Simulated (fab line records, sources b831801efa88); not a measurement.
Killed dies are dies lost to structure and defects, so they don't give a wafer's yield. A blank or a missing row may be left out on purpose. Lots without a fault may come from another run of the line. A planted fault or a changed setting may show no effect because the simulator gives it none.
fab line records | flow sky130
record lots=14 wafers=42 last_day=50
route steps=708 shown FIELD_ISO@17 DNWELL@44 PWDE@52 NWELL@71
lots that met no fault: from a run of the same line without faults
start_h: hours from the record's first day to the start of the lot's first wafer shown | wait_h: hours since the lot's step before | " the same as in the row above | L1.1+2: a row that stands for several wafers | - no value, or no start given | * or withheld: withheld | < > ~ a bound
route shown NAME@n: a module of which the file shows steps, and the number in the route of the first | usual: mean/standard deviation of fault-free wafers | same: alike in all rows | chamber/n: place in a boat | sites: the reading at each site | _std_site: their standard deviation | _edge_site: outer sites' mean less inner sites' | radius_mm: how far each site lies from the wafer's centre | mask NAME#n: copy n | behind: the tool/chamber that last shaped the wafer | hold: why the lot was held/for how many hours/how that ended | device: the transistor (n, p or np) that didn't switch | end of line: the same wafers' tests at the end of the route | a step without rows: its recipe alone | killed: dies lost to structure and defects at the first sort, not the wafer's yield | map: a wafer's dies, x killed, . not, _ none there
set.NAME: the setting as run; set.NAME@STEP: as run at that earlier step | model.NAME: the simulator's own value behind a step, which no gauge read
steps of the route over a sample of lots; a table a step, a row a wafer
services: from which hour (start_h, from the record's first day; less than 0 if before it) a tool's chamber was out of use, for how many hours, and why
## steps
# step SKY_FIELD_ISO_STRIP_16
# recipe chemistry=O2/N2 power_w=1400 pressure_mtorr=1500 platen_temp_c=withheld o2_flow_sccm=3000 n2_flow_sccm=300 overash_fraction=0.5
# usual drypump_motor_current_A=5.9/0.54 oes_product_au=0.378/0.0045 strip_time_to_endpoint_s=3.55/0.051
# columns lot.wafer tool chamber start_h wait_h drypump_motor_current_A oes_product_au rf_hours_counter_h strip_time_to_endpoint_s
L967.2 plasma_asher-02 0 28.43 0.0 6.7 0.374 35 3.56
L967.3 " 0 " " 6.7 0.375 - 3.46
L967.4 " 1 " " 5.5 0.375 - 3.51
L968.1 plasma_asher-02 0 34.90 0.0 6.8 0.375 36 3.49
L968.4 " 1 " " 5.5 0.378 - 3.53
L968.5 " 1 " " 5.5 0.389 - 3.55
L969.2 plasma_asher-03 1 40.15 0.0 5.5 0.375 35 3.52
L969.3 " 1 " " 5.5 0.377 - 3.53
L969.6 " 0 " " 5.8 0.378 - 3.59
L970.1 plasma_asher-03 0 45.15 0.0 5.8 0.377 36 3.57
L970.4 " 0 " " 5.7 0.384 - 3.52
L970.5 " 0 " " 5.8 0.382 - 3.58
L973.3 plasma_asher-02 1 59.23 0.1 5.5 0.372 - 3.50
L973.5 " 1 " " 5.5 0.381 - 3.50
L973.6 " 0 " " 6.8 0.382 - 3.59
L974.1 plasma_asher-03 0 65.08 0.0 5.7 0.384 38 3.60
L974.3 " 1 " " 5.6 0.377 - 3.49
L974.5 " 0 " " 5.8 0.365 - 3.51
L975.1 plasma_asher-02 1 71.03 0.0 5.5 0.378 39 3.62
L975.3 " 1 " " 5.5 0.377 - 3.51
L975.6 " 0 " " 6.7 0.383 - 3.53
L976.1 plasma_asher-02 0 75.25 0.0 6.7 0.381 40 3.49
L976.2 " 1 " " 5.5 0.384 40 3.62
L976.6 " 1 " " 5.5 0.378 - 3.53
L977.1 plasma_asher-03 1 81.80 0.0 5.5 0.372 39 3.54
L977.3 " 1 " " 5.5 0.379 - 3.52
L977.6 " 1 " " 5.5 0.374 - 3.49
L978.1 plasma_asher-01 0 87.43 0.0 5.4 0.371 42 3.61
L978.4 " 0 " " 5.4 0.380 - 3.49
L978.6 " 1 " " 6.4 0.377 - 3.60
L986.1 plasma_asher-01 0 128.93 0.0 5.4 0.381 1 3.55
L986.3 " 1 " " 6.4 0.383 - 3.60
L986.4 " 0 " " 5.4 0.372 - 3.48
L987.3 plasma_asher-02 1 133.88 0.1 5.5 0.386 - 3.65
L987.4 " 0 " " 6.8 0.370 - 3.45
L987.6 " 1 " " 5.5 0.380 - 3.63
L989.1 plasma_asher-03 1 143.60 0.0 5.6 0.380 45 3.56
L989.2 " 0 " " 5.8 0.376 45 3.52
L989.3 " 1 " " 5.6 0.381 - 3.53
L990.3 plasma_asher-02 0 148.78 0.1 6.8 0.382 - 3.56
L990.5 " 0 " " 6.8 0.381 - 3.63
L990.6 " 1 " " 5.5 0.384 - 3.60
# step SKY_DNWELL_TW_MEAS_09
# usual DNWELL_TW=1114/7.3
# columns lot.wafer tool chamber start_h wait_h DNWELL_TW
L967.2 film_metro-02 - 51.53 0.1 1108
L967.3 " - " " 1104
L967.4 " - " " 1109
L968.1 film_metro-03 - 56.78 0.1 1113
L968.4 " - " " 1112
L968.5 " - " " 1110
L969.2 film_metro-02 - 63.48 0.1 1112
L969.3 " - " " 1115
L969.6 " - " " 1110
L970.1 film_metro-04 - 68.97 0.1 1106
L970.4 " - " " 1109
L970.5 " - " " 1106
L973.3 film_metro-04 - 82.39 0.1 1124
L973.5 " - " " 1115
L973.6 " - " " 1114
L974.1 film_metro-04 - 89.62 0.1 1120
L974.3 " - " " 1121
L974.5 " - " " 1128
L975.1 film_metro-04 - 94.92 0.1 1116
L975.3 " - " " 1121
L975.6 " - " " 1121
L976.1 film_metro-04 - 100.72 0.1 1122
L976.2 " - " " 1122
L976.6 " - " " 1126
L977.1 film_metro-03 - 105.81 0.1 1111
L977.3 " - " " 1108
L977.6 " - " " 1101
L978.1 film_metro-04 - 110.78 0.1 1125
L978.4 " - " " 1118
L978.6 " - " " 1116
L986.1 film_metro-02 - 155.11 0.1 1101
L986.3 " - " " 1105
L986.4 " - " " 1105
L987.3 film_metro-03 - 159.70 0.1 1104
L987.4 " - " " 1108
L987.6 " - " " 1107
L989.1 film_metro-04 - 171.82 0.1 1117
L989.2 " - " " 1111
L989.3 " - " " 1113
L990.3 film_metro-03 - 177.73 0.1 1114
L990.5 " - " " 1115
L990.6 " - " " 1112
# step SKY_PWDE_OVL_MEAS_07
# usual PWDE_OVL=0.9/1.3
# columns lot.wafer tool chamber start_h wait_h PWDE_OVL[nm]
L967.2 overlay-02 - 67.54 - -0.5
L967.3 " - " " 1.0
L967.4 " - " " 0.4
L968.1 overlay-02 - 72.78 - -0.3
L968.4 " - " " -0.2
L968.5 " - " " 1.5
L969.2 overlay-02 - 79.69 - -0.9
L969.3 " - " " 0.2
L969.6 " - " " 0.5
L970.1 overlay-01 - 85.48 - 3.1
L970.4 " - " " 1.0
L970.5 " - " " 0.7
L973.3 overlay-02 - 100.13 - 3.2
L973.5 " - " " 2.4
L973.6 " - " " 3.0
L974.1 overlay-02 - 107.67 - 0.8
L974.3 " - " " 0.7
L974.5 " - " " 2.7
L975.1 overlay-02 - 113.07 - -0.6
L975.3 " - " " -0.6
L975.6 " - " " -0.5
L976.1 overlay-01 - 117.52 - 1.9
L976.2 " - " " 0.9
L976.6 " - " " 0.1
L977.1 overlay-02 - 123.82 - 1.7
L977.3 " - " " 0.6
L977.6 " - " " 0.4
L978.1 overlay-01 - 129.63 - -0.9
L978.4 " - " " -1.0
L978.6 " - " " -0.9
L986.1 overlay-01 - 175.13 - -1.3
L986.3 " - " " -1.7
L986.4 " - " " -1.7
L987.3 overlay-01 - 179.88 - -0.6
L987.4 " - " " 0.0
L987.6 " - " " 1.7
L989.1 overlay-02 - 192.48 - 0.2
L989.2 " - " " 1.3
L989.3 " - " " 1.0
L990.3 overlay-01 - 198.84 - 2.6
L990.5 " - " " 1.4
L990.6 " - " " 2.6
# step SKY_NWELL_COAT_18
# recipe spin_rpm=2000 resist_thk_nm=3000
# usual chill_plate_temp_C=23.01/0.12 dispense_pressure_kPa=49/4.7
# columns lot.wafer tool chamber start_h wait_h chill_plate_temp_C dispense_pressure_kPa
L967.2 litho_track-03 0 92.86 0.1 22.80 47
L967.3 " 0 " " 22.93 47
L967.4 " 0 " " 22.96 47
L968.1 litho_track-03 0 99.88 0.1 22.91 47
L968.4 " 0 " " 22.93 47
L968.5 " 0 " " 22.95 47
L969.2 litho_track-03 0 106.41 0.1 23.01 47
L969.3 " 0 " " 23.10 47
L969.6 " 0 " " 23.04 47
L970.1 litho_track-02 0 112.37 0.1 23.03 56
L970.4 " 0 " " 23.08 56
L970.5 " 0 " " 22.98 56
L973.3 litho_track-03 0 127.83 0.1 23.16 47
L973.5 " 0 " " 23.08 47
L973.6 " 0 " " 23.22 47
L974.1 litho_track-03 0 135.13 0.1 22.92 47
L974.3 " 0 " " 23.17 47
L974.5 " 0 " " 23.02 47
L975.1 litho_track-03 0 141.48 0.1 23.14 46
L975.3 " 0 " " 23.02 47
L975.6 " 0 " " 22.83 47
L976.1 litho_track-03 0 145.93 0.1 22.88 47
L976.2 " 0 " " 22.99 47
L976.6 " 0 " " 23.06 47
L977.1 litho_track-03 0 153.43 0.1 23.03 47
L977.3 " 0 " " 23.13 47
L977.6 " 0 " " 23.00 47
L978.1 litho_track-02 0 158.22 0.1 22.96 56
L978.4 " 0 " " 22.80 56
L978.6 " 0 " " 22.78 56
L986.1 litho_track-02 - 207.62 0.1 - -
L986.3 " - " " - -
L986.4 " - " " - -
L987.3 litho_track-02 - 211.82 0.1 - -
L987.4 " - " " - -
L987.6 " - " " - -
L989.1 litho_track-03 0 224.38 0.1 22.98 47
L989.2 " 0 " " 23.08 46
L989.3 " 0 " " 22.99 46
L990.3 litho_track-02 0 232.22 0.1 22.84 56
L990.5 " 0 " " 22.93 56
L990.6 " 0 " " 22.96 56
# step SKY_NWELL_OVL_MEAS_23
# usual NWELL_01_OVL=-0.4/1.4
# columns lot.wafer tool chamber start_h wait_h NWELL_01_OVL[nm]
L967.2 overlay-02 - 102.69 - -0.2
L967.3 " - " " 0.5
L967.4 " - " " 0.4
L968.1 overlay-01 - 109.13 - 1.2
L968.4 " - " " 0.0
L968.5 " - " " -0.5
L969.2 overlay-01 - 114.99 - 1.4
L969.3 " - " " 0.6
L969.6 " - " " -2.0
L970.1 overlay-01 - 122.16 - -0.9
L970.4 " - " " -1.4
L970.5 " - " " -2.9
L973.3 overlay-01 - 137.63 - 0.4
L973.5 " - " " -3.2
L973.6 " - " " 0.3
L974.1 overlay-02 - 145.01 - 0.1
L974.3 " - " " 1.2
L974.5 " - " " 1.7
L975.1 overlay-02 - 151.12 - -1.7
L975.3 " - " " 0.0
L975.6 " - " " -0.5
L976.1 overlay-01 - 156.16 - -0.4
L976.2 " - " " 1.4
L976.6 " - " " -1.4
L977.1 overlay-01 - 164.06 - -2.0
L977.3 " - " " 0.8
L977.6 " - " " -0.6
L978.1 overlay-02 - 168.21 - 0.1
L978.4 " - " " -1.1
L978.6 " - " " 0.4
L986.1 overlay-01 - 218.51 - -
L986.3 " - " " -
L986.4 " - " " -
L987.3 overlay-02 - 222.88 - -
L987.4 " - " " -
L987.6 " - " " -
L989.1 overlay-02 - 235.11 - 1.3
L989.2 " - " " 0.3
L989.3 " - " " 1.8
L990.3 overlay-02 - 242.84 - 0.4
L990.5 " - " " -1.1
L990.6 " - " " -0.2
## services
# columns tool chamber start_h hours kind
plasma_asher-03 - 26.62 4.0 repair
plasma_asher-02 - 59.87 1.8 repair
plasma_asher-03 - 62.53 0.8 repair
plasma_asher-03 - 63.19 0.4 repair
plasma_asher-03 - 76.91 2.8 pm
plasma_asher-01 - 108.75 9.0 pm
plasma_asher-01 0 108.75 9.0 vent_cycle
plasma_asher-01 1 108.75 9.0 vent_cycle
plasma_asher-01 0 117.75 - clean
plasma_asher-01 1 117.75 - clean
plasma_asher-01 - 141.60 0.9 repair
plasma_asher-03 - 161.09 15.6 pm
plasma_asher-02 - 178.47 14.5 pm
## key
first_sign step=SKY_NWELL_COAT_18 reading=tool_record direction=missing
effect step=SKY_NWELL_OVL_MEAS_23 reading=NWELL_01_OVL direction=missing
met_at SKY_NWELL_COAT_18
struck_lots L986,L987
sort_left_out L986.1,L986.3,L986.4,L987.3,L987.4,L987.6
tester_left_out L986,L987
not_acting_at SKY_FIELD_ISO_STRIP_16,SKY_DNWELL_TW_MEAS_09,SKY_PWDE_OVL_MEAS_07
onset_between 158.22 207.62
fault kind=skipped_step_whole tool=litho_track-02 chamber=- onset_h=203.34 steps=SKY_NWELL_COAT_18 scope=struck_lots_only
# tester_left_out: of these lots the tester's yield and bins aren't shown, on N5 and GAA mostly nor the transistor test; their killed dies are dies lost to structure and defects alone, not to doping, threshold or leakage, so they don't give the yield
# sort_left_out: the simulated sort isn't trusted on such a fault, so these wafers' sort isn't shown, and their yield isn't known
